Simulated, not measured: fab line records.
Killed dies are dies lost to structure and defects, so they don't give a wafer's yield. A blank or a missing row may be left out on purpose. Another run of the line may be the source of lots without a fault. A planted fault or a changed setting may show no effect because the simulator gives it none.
fab line records    flow sky130    part 1 of 2: steps 1 to 29 of 37
record: lots: 5  wafers: 15  lastDay: 48
route steps=708 shown SD_N@346 SD_P@359 RES_XHIGH@360 SALICIDE@361 LI_CONTACT@362
lots untouched by any fault: they come from a run of this same line in which no faults occurred
startH: hours from the record's first day to the start of the lot's first wafer shown    waitH: hours elapsed since this lot's preceding step    " same as the row above    L1.1+2: a row that stands for several wafers    - either no value or no given start    * or withheld: withheld    < > ~ a bound
route shown NAME@n: NAME is a module with steps in the file, n the number in the route of the first one    usual: mean/standard deviation taken from wafers without a fault    same: alike in all rows    chamber/n: place in a boat    sites: the reading at each site    _std_site: standard deviation of those values    _edge_site: the outer-site mean with the inner-site mean subtracted    radiusMm: for every site, how far away it sits from the centre of the wafer    mask NAME#n: copy n    behind: the most recent tool/chamber to have shaped the wafer    hold: why the lot went on hold/how many hours it stayed there/how the hold came to an end    device: names the non-switching transistor (n, p or np)    end of line: the tests these same wafers got at the end of their route    for a step that has no rows: nothing shown but its recipe    killed: not the wafer's yield, but the dies lost to structure and defects at the first sort    map: shows each die of a wafer: x if killed, . if not, _ if none is there
set.NAME: setting as actually run; set.NAME@STEP: the setting as run at that earlier step    model.NAME: the simulator's own value behind a step, which no gauge read
a table for each step, a row for each wafer; lots at some steps of the route
services: a tool's chamber out of use, with start hour (startH, from the record's first day; less than 0 if before it), hours out, and reason
== steps ==
step: SKY_SD_N_EXPOSE_04
recipe: maskId: NSDM  na: 0.6  sourceShape: conventional  sigmaOuter: 0.6  polarization: unpolarized  targetCdNm: 380  doseMj: 141
usual: stageVelMmS: 499.99/0.22
same: na: 0.6
lot.wafer  tool             chamber  startH  waitH  mask    stageVelMmS
L080.1     ilineStepper-02  0        -       -      NSDM#0  499.95
L080.3     "                0        "       "      NSDM#0  499.95
L080.5     "                0        "       "      NSDM#0  499.97
L082.1     ilineStepper-01  0        -       -      NSDM#0  499.95
L082.3     "                0        "       "      NSDM#0  500.25
L082.6     "                0        "       "      NSDM#0  500.34
L088.1     ilineStepper-02  0        -       -      NSDM#0  500.06
L088.3     "                0        "       "      NSDM#0  500.21
L088.5     "                0        "       "      NSDM#0  500.19
L089.1     ilineStepper-02  0        -       -      NSDM#0  499.50
L089.3     "                0        "       "      NSDM#0  499.82
L089.6     "                0        "       "      NSDM#0  500.06
L090.1     ilineStepper-01  0        -       -      NSDM#0  499.89
L090.2     "                0        "       "      NSDM#0  499.92
L090.4     "                0        "       "      NSDM#0  499.88
step: SKY_SD_N_PEB_05
recipe: tempC: withheld  timeS: *  resist: NOVOLAK
same: timeS: *
lot.wafer   tool           chamber  startH  waitH
L080.1+3+5  lithoTrack-01  0        -       -
L082.1+3+6  lithoTrack-03  0        -       -
L088.1+3+5  lithoTrack-04  0        -       -
L089.1+3+6  lithoTrack-04  0        -       -
L090.1+2+4  lithoTrack-01  0        -       -
step: SKY_SD_N_DEVELOP_06
recipe: resist: NOVOLAK  developer: TMAH  developTimeS: 60  devTempC: 23
lot.wafer   tool           chamber  startH  waitH
L080.1+3+5  lithoTrack-01  0        702.23  0.1
L082.1+3+6  lithoTrack-03  0        717.24  0.1
L088.1+3+5  lithoTrack-04  0        764.94  0.1
L089.1+3+6  lithoTrack-04  0        767.04  0.1
L090.1+2+4  lithoTrack-01  0        772.83  0.1
step: SKY_SD_N_CD_MEAS_07
recipe: targetCdNm: 380
usual: cdNm: 379.8/2.8
lot.wafer  tool      chamber  startH  waitH  cdNm
L080.1     cdSem-01  -        702.38  0.1    381.4
L080.3     "         -        "       "      379.3
L080.5     "         -        "       "      379.7
L082.1     cdSem-02  -        717.39  0.1    385.8
L082.3     "         -        "       "      383.8
L082.6     "         -        "       "      385.1
L088.1     cdSem-01  -        765.09  0.1    378.9
L088.3     "         -        "       "      379.6
L088.5     "         -        "       "      381.3
L089.1     cdSem-02  -        767.19  0.1    378.4
L089.3     "         -        "       "      378.2
L089.6     "         -        "       "      378.4
L090.1     cdSem-02  -        772.98  0.1    382.6
L090.2     "         -        "       "      380.2
L090.4     "         -        "       "      382.2
step: SKY_SD_N_OVL_MEAS_08
usual: SD_N_OVL: 0.7/1.3
lot.wafer  tool        chamber  startH  waitH  SD_N_OVL[nm]
L080.1     overlay-02  -        702.50  0.1    -0.1
L080.3     "           -        "       "      0.2
L080.5     "           -        "       "      -0.3
L082.1     overlay-02  -        717.51  0.1    3.0
L082.3     "           -        "       "      0.9
L082.6     "           -        "       "      1.3
L088.1     overlay-01  -        765.21  0.1    0.1
L088.3     "           -        "       "      -0.1
L088.5     "           -        "       "      -0.8
L089.1     overlay-02  -        767.31  0.1    2.4
L089.3     "           -        "       "      1.5
L089.6     "           -        "       "      1.6
L090.1     overlay-02  -        773.10  0.1    0.1
L090.2     "           -        "       "      0.2
L090.4     "           -        "       "      -0.2
step: SKY_SD_N_IMPLANT_09
recipe: species: As  energyKev: 50  doseCm2: 4e+15  tiltDeg: 0
lot.wafer   tool          chamber  startH  waitH
L080.1+3+5  implanter-02  0        702.53  0.0
L082.1+3+6  implanter-03  0        717.55  0.0
L088.1+3+5  implanter-01  0        765.24  0.0
L089.1+3+6  implanter-01  0        767.34  0.0
L090.1+2+4  implanter-01  0        773.13  0.0
step: SKY_SD_N_IMPLANT_10
recipe: species: P  energyKev: 20  doseCm2: 1e+14  tiltDeg: 0
lot.wafer   tool          chamber  startH  waitH
L080.1+3+5  implanter-02  0        702.68  0.1
L082.1+3+6  implanter-03  0        717.70  0.1
L088.1+3+5  implanter-01  0        765.39  0.1
L089.1+3+6  implanter-01  0        767.49  0.1
L090.1+2+4  implanter-01  0        773.28  0.1
step: SKY_SD_N_STRIP_11
recipe: chemistry: O2/N2  powerW: 1400  pressureMtorr: 1500  platenTempC: withheld  o2FlowSccm: 3000  n2FlowSccm: 300  overashFraction: 0.5
usual: drypumpMotorCurrentA: 5.9/0.4  oesProductAu: 0.528/0.0047  stripTimeToEndpointS: 22.56/0.037
lot.wafer  tool            chamber  startH  waitH  drypumpMotorCurrentA  oesProductAu  rfHoursCounterH  stripTimeToEndpointS
L080.1     plasmaAsher-01  0        702.83  0.1    6.2                   0.535         89               22.58
L080.3     "               1        "       "      6.0                   0.521         -                22.59
L080.5     "               0        "       "      6.1                   0.532         -                22.62
L082.1     plasmaAsher-02  0        717.85  0.1    6.4                   0.529         102              22.49
L082.3     "               0        "       "      6.4                   0.530         -                22.51
L082.6     "               0        "       "      6.4                   0.525         -                22.48
L088.1     plasmaAsher-02  1        765.54  0.1    5.0                   0.526         2                22.55
L088.3     "               0        "       "      6.4                   0.531         -                22.56
L088.5     "               0        "       "      6.4                   0.524         -                22.58
L089.1     plasmaAsher-03  0        767.64  0.1    5.7                   0.528         32               22.57
L089.3     "               1        "       "      5.9                   0.534         -                22.54
L089.6     "               0        "       "      5.7                   0.522         -                22.60
L090.1     plasmaAsher-01  0        773.43  0.1    6.1                   0.521         96               22.53
L090.2     "               1        "       "      5.9                   0.530         96               22.57
L090.4     "               0        "       "      6.1                   0.535         -                22.56
step: SKY_SD_N_TW_MEAS_12
usual: SD_N_TW: 3956/30
lot.wafer  tool          chamber  startH  waitH  SD_N_TW
L080.1     filmMetro-04  -        702.93  0.1    3936
L080.3     "             -        "       "      3939
L080.5     "             -        "       "      3938
L082.1     filmMetro-04  -        717.95  0.1    3921
L082.3     "             -        "       "      3955
L082.6     "             -        "       "      3935
L088.1     filmMetro-02  -        765.64  0.1    3946
L088.3     "             -        "       "      3941
L088.5     "             -        "       "      3977
L089.1     filmMetro-04  -        767.74  0.1    3953
L089.3     "             -        "       "      3962
L089.6     "             -        "       "      3957
L090.1     filmMetro-02  -        773.53  0.1    3969
L090.2     "             -        "       "      3935
L090.4     "             -        "       "      3972
step: SKY_SD_N_CLEAN_13
recipe: chemistry: SC1/SC2  mix: 1:4:20  tempC: 70  timeS: 150  dry: n2Spin
usual: bathGuardTempC: 70.0/0.64  bathHeatDutyPct: 13.3/1.2
same: timeS: 150
lot.wafer  tool         chamber  startH  waitH  bathGuardTempC  bathHeatDutyPct
L080.1     wetBench-03  3        702.99  0.1    69.3            15.4
L080.3     "            3        "       "      69.4            15.3
L080.5     "            3        "       "      69.4            16.2
L082.1     wetBench-02  2        718.01  0.1    70.6            12.1
L082.3     "            2        "       "      70.6            13.0
L082.6     "            2        "       "      70.9            12.9
L088.1     wetBench-02  2        765.70  0.1    70.9            12.7
L088.3     "            2        "       "      70.7            11.5
L088.5     "            2        "       "      71.4            12.9
L089.1     wetBench-03  1        767.80  0.1    69.5            13.8
L089.3     "            1        "       "      69.4            12.3
L089.6     "            1        "       "      69.1            14.2
L090.1     wetBench-03  2        773.59  0.1    70.4            16.2
L090.2     "            2        "       "      70.4            14.0
L090.4     "            2        "       "      70.0            14.5
step: SKY_SD_N_RTA_14
recipe: tempC: 1075  timeS: 2  idleTempC: 650  rampUpCPerS: 150  rampDownCPerS: 90  ambient: N2
usual: lampPowerPct: 15.74/0.052  wafer_temp_C_max: 1078.0/1.3
same: timeS: 2
lot.wafer  tool          chamber  startH  waitH  lampPowerPct  wafer_temp_C_max
L080.1     rtpAnneal-01  0        703.04  0.0    15.68         1077.0
L080.3     "             0        "       "      15.74         1076.7
L080.5     "             0        "       "      15.76         1077.8
L082.1     rtpAnneal-01  0        718.06  0.0    15.83         1078.4
L082.3     "             0        "       "      15.73         1076.9
L082.6     "             0        "       "      15.71         1078.8
L088.1     rtpAnneal-01  0        765.75  0.0    15.67         1079.3
L088.3     "             0        "       "      15.70         1078.3
L088.5     "             0        "       "      15.66         1078.5
L089.1     rtpAnneal-02  0        767.85  0.0    15.70         1078.1
L089.3     "             0        "       "      15.76         1079.6
L089.6     "             0        "       "      15.69         1077.2
L090.1     rtpAnneal-01  0        773.65  0.0    15.81         1077.0
L090.2     "             0        "       "      15.71         1079.2
L090.4     "             0        "       "      15.74         1078.6
step: SKY_SD_N_RS_MEAS_16
recipe: thkMeasGauge: four-point-probe
usual: SD_N_RS: 68.48/0.13
lot.wafer  tool          chamber  startH  waitH  SD_N_RS[ohm/sq]
L080.1     filmMetro-03  -        703.22  0.1    68.51
L080.3     "             -        "       "      68.54
L080.5     "             -        "       "      68.41
L082.1     filmMetro-02  -        718.23  0.1    68.52
L082.3     "             -        "       "      68.55
L082.6     "             -        "       "      68.65
L088.1     filmMetro-03  -        765.93  0.1    68.48
L088.3     "             -        "       "      68.50
L088.5     "             -        "       "      68.46
L089.1     filmMetro-03  -        768.03  0.1    68.40
L089.3     "             -        "       "      68.48
L089.6     "             -        "       "      68.59
L090.1     filmMetro-04  -        773.82  0.1    68.39
L090.2     "             -        "       "      68.36
L090.4     "             -        "       "      68.29
step: SKY_SD_N_RS_MEAS_17
recipe: thkMeasGauge: four-point-probe
usual: SD_P_RS: 146.9/0.32
lot.wafer  tool          chamber  startH  waitH  SD_P_RS[ohm/sq]
L080.1     filmMetro-03  -        703.34  0.1    147.0
L080.3     "             -        "       "      147.5
L080.5     "             -        "       "      146.7
L082.1     filmMetro-02  -        718.35  0.1    146.7
L082.3     "             -        "       "      146.7
L082.6     "             -        "       "      147.3
L088.1     filmMetro-03  -        766.05  0.1    146.9
L088.3     "             -        "       "      146.7
L088.5     "             -        "       "      147.0
L089.1     filmMetro-03  -        768.15  0.1    146.4
L089.3     "             -        "       "      147.0
L089.6     "             -        "       "      147.0
L090.1     filmMetro-04  -        773.94  0.1    146.3
L090.2     "             -        "       "      146.8
L090.4     "             -        "       "      146.4
step: SKY_SD_N_RS_MEAS_18
recipe: thkMeasGauge: four-point-probe
usual: RES_XHIGH_RS: 332.9/1.2
lot.wafer  tool          chamber  startH  waitH  RES_XHIGH_RS[ohm/sq]
L080.1     filmMetro-03  -        703.46  0.1    333.6
L080.3     "             -        "       "      333.1
L080.5     "             -        "       "      333.1
L082.1     filmMetro-02  -        718.47  0.1    333.2
L082.3     "             -        "       "      333.2
L082.6     "             -        "       "      333.5
L088.1     filmMetro-03  -        766.17  0.1    333.2
L088.3     "             -        "       "      332.8
L088.5     "             -        "       "      333.4
L089.1     filmMetro-03  -        768.27  0.1    332.1
L089.3     "             -        "       "      333.1
L089.6     "             -        "       "      332.9
L090.1     filmMetro-04  -        774.06  0.1    332.6
L090.2     "             -        "       "      333.0
L090.4     "             -        "       "      333.4
step: SKY_SALICIDE_CLEAN_00
recipe: chemistry: HF-last  timeS: 30  dilution: 100:1  dry: ipaMarangoni
same: timeS: 30
lot.wafer   tool         chamber  startH  waitH
L080.1+3+5  wetBench-04  1        703.58  0.1
L082.1+3+6  wetBench-02  3        718.59  0.1
L088.1+3+5  wetBench-02  1        766.29  0.1
L089.1+3+6  wetBench-02  0        768.40  0.1
L090.1+2+4  wetBench-02  3        774.18  0.1
step: SKY_LI_CONTACT_HDPCVD_00
recipe: material: PSG  targetThkNm: 930  sigmaOpenFrac: 0.3  timeS: 155  tempC: 600  sih4FlowSccm: 60  pressureMtorr: 6
same: timeS: 155
lot.wafer   tool       chamber  startH  waitH
L080.1+3+5  hdpcvd-02  1,2,2    703.59  0.0
L082.1+3+6  hdpcvd-01  1,2,0    718.61  0.0
L088.1+3+5  hdpcvd-02  1,0,2    766.30  0.0
L089.1+3+6  hdpcvd-01  0,2,2    768.42  0.0
L090.1+2+4  hdpcvd-02  0,1,0    774.20  0.0
step: SKY_LI_CONTACT_THK_MEAS_01
recipe: reads: PSG_of_LI_CONTACT_HDPCVD_00
usual: LI_CONTACT_HDPCVD_THK: 927/11
lot.wafer  tool          chamber  startH  waitH  LI_CONTACT_HDPCVD_THK[nm]
L080.1     filmMetro-04  -        703.69  0.1    920
L080.3     "             -        "       "      911
L080.5     "             -        "       "      910
L082.1     filmMetro-04  -        718.71  0.1    923
L082.3     "             -        "       "      916
L082.6     "             -        "       "      917
L088.1     filmMetro-04  -        766.41  0.1    935
L088.3     "             -        "       "      934
L088.5     "             -        "       "      949
L089.1     filmMetro-03  -        768.52  0.1    925
L089.3     "             -        "       "      919
L089.6     "             -        "       "      923
L090.1     filmMetro-03  -        774.30  0.1    934
L090.2     "             -        "       "      916
L090.4     "             -        "       "      930
step: SKY_LI_CONTACT_CMP_02
recipe: material: PSG  downForcePsi: 4  platenRpm: 60  padVelocityMS: 0.94248
usual: motorCurrentA: 12.6/1.5  timeToEndpointS: 31.3/2.6
lot.wafer  tool    chamber  startH  waitH  motorCurrentA  timeToEndpointS
L080.3     cmp-01  3        703.75  0.0    11.0           31.0
L080.1     "       2        "       "      11.4           32.4
L080.5     "       3        "       "      11.8           30.0
L082.1     cmp-01  0        718.82  0.1    15.6           27.9
L082.3     "       2        "       "      11.5           30.5
L082.6     "       3        "       "      12.0           33.0
L088.1     cmp-01  1        766.55  0.1    12.1           30.6
L088.3     "       2        "       "      11.5           33.0
L088.5     "       2        "       "      11.8           36.4
L089.3     cmp-02  3        768.58  0.0    13.3           29.4
L089.1     "       2        "       "      12.9           30.7
L089.6     "       0        "       "      14.2           33.1
L090.4     cmp-01  1        774.36  0.0    11.6           32.2
L090.2     "       2        "       "      11.4           34.9
L090.1     "       0        "       "      15.6           30.4
step: SKY_LI_CONTACT_BOW_MEAS_03
recipe: mode: bow
usual: LI_CONTACT_BOW: 56/6.8
lot.wafer  tool          chamber  startH  waitH  LI_CONTACT_BOW[um]
L080.1     filmMetro-04  -        704.05  0.1    51
L080.3     "             -        "       "      56
L080.5     "             -        "       "      58
L082.1     filmMetro-02  -        719.07  0.2    63
L082.3     "             -        "       "      63
L082.6     "             -        "       "      65
L088.1     filmMetro-02  -        766.85  0.2    53
L088.3     "             -        "       "      47
L088.5     "             -        "       "      47
L089.1     filmMetro-04  -        768.88  0.1    55
L089.3     "             -        "       "      58
L089.6     "             -        "       "      55
L090.1     filmMetro-02  -        774.66  0.1    54
L090.2     "             -        "       "      48
L090.4     "             -        "       "      42
step: SKY_LI_CONTACT_DEHYDRATE_04
recipe: tempC: 200  timeS: 60
usual: plateTempC: 200.01/0.15
same: timeS: 60
lot.wafer  tool           chamber  startH  waitH  plateTempC
L080.1     lithoTrack-04  0        717.44  13.4   200.00
L080.3     "              0        "       "      199.87
L080.5     "              0        "       "      199.89
L082.1     lithoTrack-02  0        731.97  12.9   200.20
L082.3     "              0        "       "      200.02
L082.6     "              0        "       "      200.23
L088.1     lithoTrack-01  0        779.43  12.6   200.07
L088.3     "              0        "       "      199.97
L088.5     "              0        "       "      200.20
L089.1     lithoTrack-01  0        781.38  12.5   199.91
L089.3     "              0        "       "      200.09
L089.6     "              0        "       "      199.76
L090.1     lithoTrack-04  0        787.69  13.0   200.02
L090.2     "              0        "       "      200.07
L090.4     "              0        "       "      199.80
step: SKY_LI_CONTACT_HMDS_05
recipe: primeTimeS: 60  primeTempC: 120
lot.wafer   tool           chamber  startH  waitH
L080.1+3+5  lithoTrack-04  0        717.59  0.1
L082.1+3+6  lithoTrack-02  0        732.12  0.1
L088.1+3+5  lithoTrack-01  0        779.58  0.1
L089.1+3+6  lithoTrack-01  0        781.53  0.1
L090.1+2+4  lithoTrack-04  0        787.84  0.1
step: SKY_LI_CONTACT_COAT_06
recipe: resist: BARC  tempC: withheld  timeS: withheld  spinRpm: 3000  resistThkNm: 60
usual: dispensePressureKPa: 48.3/1.3
lot.wafer  tool           chamber  startH  waitH  dispensePressureKPa
L080.1     lithoTrack-04  0        717.74  0.1    48.7
L080.3     "              0        "       "      48.7
L080.5     "              0        "       "      48.7
L082.1     lithoTrack-02  0        732.27  0.1    46.8
L082.3     "              0        "       "      46.8
L082.6     "              0        "       "      46.8
L088.1     lithoTrack-01  0        779.73  0.1    49.8
L088.3     "              0        "       "      49.8
L088.5     "              0        "       "      49.8
L089.1     lithoTrack-01  0        781.68  0.1    49.9
L089.3     "              0        "       "      49.8
L089.6     "              0        "       "      49.8
L090.1     lithoTrack-04  0        787.99  0.1    48.7
L090.2     "              0        "       "      48.7
L090.4     "              0        "       "      48.7
step: SKY_LI_CONTACT_COAT_07
recipe: resist: KrF-thick  spinRpm: 3000  resistThkNm: 450
usual: dispensePressureKPa: 48.2/1.3
lot.wafer  tool           chamber  startH  waitH  dispensePressureKPa
L080.1     lithoTrack-04  0        -       -      48.7
L080.3     "              0        "       "      48.6
L080.5     "              0        "       "      48.6
L082.1     lithoTrack-02  0        -       -      46.7
L082.3     "              0        "       "      46.7
L082.6     "              0        "       "      46.7
L088.1     lithoTrack-01  0        -       -      49.8
L088.3     "              0        "       "      49.8
L088.5     "              0        "       "      49.8
L089.1     lithoTrack-01  0        -       -      49.8
L089.3     "              0        "       "      49.8
L089.6     "              0        "       "      49.8
L090.1     lithoTrack-04  0        -       -      48.7
L090.2     "              0        "       "      48.7
L090.4     "              0        "       "      48.7
step: SKY_LI_CONTACT_SOFTBAKE_08
recipe: tempC: 100  timeS: 90  resist: KrF-thick
usual: plateTempC: 100.02/0.15
same: timeS: 90
lot.wafer  tool           chamber  startH  waitH  plateTempC
L080.1     lithoTrack-04  0        -       -      99.96
L080.3     "              0        "       "      100.04
L080.5     "              0        "       "      100.11
L082.1     lithoTrack-02  0        -       -      100.00
L082.3     "              0        "       "      99.91
L082.6     "              0        "       "      99.84
L088.1     lithoTrack-01  0        -       -      100.11
L088.3     "              0        "       "      100.07
L088.5     "              0        "       "      100.12
L089.1     lithoTrack-01  0        -       -      100.11
L089.3     "              0        "       "      100.04
L089.6     "              0        "       "      100.10
L090.1     lithoTrack-04  0        -       -      100.16
L090.2     "              0        "       "      100.13
L090.4     "              0        "       "      100.27
step: SKY_LI_CONTACT_EXPOSE_09
recipe: maskId: LICM1  na: 0.8  sourceShape: annular  sigmaInner: 0.55  sigmaOuter: 0.85  targetCdNm: 170  doseMj: 38
usual: stageVelMmS: 500.02/0.26
same: na: 0.8
lot.wafer  tool           chamber  startH  waitH  mask     stageVelMmS
L080.1     krfScanner-01  0        -       -      LICM1#0  499.95
L080.3     "              0        "       "      LICM1#0  500.33
L080.5     "              0        "       "      LICM1#0  500.11
L082.1     krfScanner-02  0        -       -      LICM1#0  499.80
L082.3     "              0        "       "      LICM1#0  500.43
L082.6     "              0        "       "      LICM1#0  500.21
L088.1     krfScanner-02  0        -       -      LICM1#0  500.13
L088.3     "              0        "       "      LICM1#0  499.82
L088.5     "              0        "       "      LICM1#0  500.46
L089.1     krfScanner-01  0        -       -      LICM1#0  500.26
L089.3     "              0        "       "      LICM1#0  499.91
L089.6     "              0        "       "      LICM1#0  500.00
L090.1     krfScanner-02  0        -       -      LICM1#0  499.79
L090.2     "              0        "       "      LICM1#0  499.48
L090.4     "              0        "       "      LICM1#0  499.86
step: SKY_LI_CONTACT_PEB_10
recipe: pebTempC: withheld  pebTimeS: withheld  resist: KrF-thick
lot.wafer   tool           chamber  startH  waitH
L080.1+3+5  lithoTrack-04  0        -       -
L082.1+3+6  lithoTrack-02  0        -       -
L088.1+3+5  lithoTrack-02  0        -       -
L089.1+3+6  lithoTrack-04  0        -       -
L090.1+2+4  lithoTrack-02  0        -       -
step: SKY_LI_CONTACT_DEVELOP_11
recipe: developTimeS: 60  resist: KrF-thick  devTempC: 21
lot.wafer   tool           chamber  startH  waitH
L080.1+3+5  lithoTrack-04  0        -       -
L082.1+3+6  lithoTrack-02  0        -       -
L088.1+3+5  lithoTrack-02  0        -       -
L089.1+3+6  lithoTrack-04  0        -       -
L090.1+2+4  lithoTrack-02  0        -       -
step: SKY_LI_CONTACT_CD_MEAS_12
recipe: targetCdNm: 170
usual: cdNm: 170.3/1.5
lot.wafer  tool      chamber  startH  waitH  cdNm
L080.1     cdSem-02  -        731.94  -      170.6
L080.3     "         -        "       "      172.0
L080.5     "         -        "       "      171.0
L082.1     cdSem-01  -        746.22  -      170.7
L082.3     "         -        "       "      170.7
L082.6     "         -        "       "      171.7
L088.1     cdSem-01  -        793.72  -      169.5
L088.3     "         -        "       "      169.3
L088.5     "         -        "       "      168.1
L089.1     cdSem-02  -        795.19  -      171.7
L089.3     "         -        "       "      171.7
L089.6     "         -        "       "      170.9
L090.1     cdSem-01  -        800.97  -      169.3
L090.2     "         -        "       "      169.1
L090.4     "         -        "       "      171.5
step: SKY_LI_CONTACT_OVL_MEAS_13
usual: LI_CONTACT_OVL: 2/4.9
lot.wafer  tool        chamber  startH  waitH  LI_CONTACT_OVL[nm]
L080.1     overlay-02  -        732.06  0.1    -4
L080.3     "           -        "       "      7
L080.5     "           -        "       "      0
L082.1     overlay-02  -        746.34  0.1    4
L082.3     "           -        "       "      -5
L082.6     "           -        "       "      2
L088.1     overlay-02  -        793.84  0.1    0
L088.3     "           -        "       "      -3
L088.5     "           -        "       "      7
L089.1     overlay-02  -        795.31  0.1    9
L089.3     "           -        "       "      8
L089.6     "           -        "       "      1
L090.1     overlay-02  -        801.09  0.1    2
L090.2     "           -        "       "      1
L090.4     "           -        "       "      4
